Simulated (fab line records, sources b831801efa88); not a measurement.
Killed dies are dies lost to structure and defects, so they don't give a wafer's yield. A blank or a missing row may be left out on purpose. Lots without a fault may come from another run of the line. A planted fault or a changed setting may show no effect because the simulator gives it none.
Which tool did it? | flow sky130 | 7 lots, 21 wafers sampled, at 3 steps of a route of 708

WHAT THE GAUGES READ, wafer by wafer
SKY_CAPM_OVL_MEAS_12.
lot  | measured     | on         | CAPM_OVL (nm)
L461 | day 37 10:29 | overlay-01 | -1.9 -2.1 -1.9
L469 | day 40 15:52 | overlay-02 | -1.6 -3.1 -0.5
L472 | day 41 00:23 | overlay-02 | 0.4 0.3 -1.2
L474 | day 41 21:54 | overlay-01 | -2.5 -1.7 -0.7
L476 | day 42 11:01 | overlay-01 | 1.2 0.7 -0.7
L481 | day 43 07:26 | overlay-01 | -3.0 -1.3 -0.9
L483 | day 44 08:47 | overlay-01 | -0.7 -0.8 -0.1

WHICH TOOL RAN EACH LOT (tool, then ch and the chambers of the sampled wafers, then the start)
lot  | SKY_METAL3_SPUTTER_02        | SKY_METAL3_SPUTTER_04
L461 | pvd_sputter-03, day 36 08:03 | pvd_sputter-03, day 36 08:07
L469 | pvd_sputter-01, day 39 15:08 | pvd_sputter-01, day 39 15:11
L472 | pvd_sputter-02, day 39 23:58 | pvd_sputter-02, day 40 00:01
L474 | pvd_sputter-03, day 40 22:16 | pvd_sputter-03, day 40 22:20
L476 | pvd_sputter-01, day 41 11:03 | pvd_sputter-01, day 41 11:07
L481 | pvd_sputter-01, day 42 08:17 | pvd_sputter-01, day 42 08:20
L483 | pvd_sputter-01, day 43 10:40 | pvd_sputter-01, day 43 10:43
- SKY_METAL3_SPUTTER_02: material AlCu, target thk 735 nm, time 39.1 s.
- SKY_METAL3_SPUTTER_04: material TiN, target thk 70 nm, time 59.98 s.

THE ANSWER, worked out from the rows above alone
Rule: what is usual is taken from the lots themselves. Put in order of their means at a reading, lots are off if they are a third of the lots or fewer, leave a main group of 4 or more, and stand apart from it by a gap of 3 or more times the standard deviation of the main group's means; of several such gaps the widest counts. A main group whose means are all the same, to the digits that the tables above print for the reading, isn't used. A lot without any number at a reading at which 4 lots or more have one is off too. The other lots that the step has rows for count as sound.
No lot is off at any reading shown: from this, nothing can be told.

WHAT THE SIMULATOR HAD PUT IN
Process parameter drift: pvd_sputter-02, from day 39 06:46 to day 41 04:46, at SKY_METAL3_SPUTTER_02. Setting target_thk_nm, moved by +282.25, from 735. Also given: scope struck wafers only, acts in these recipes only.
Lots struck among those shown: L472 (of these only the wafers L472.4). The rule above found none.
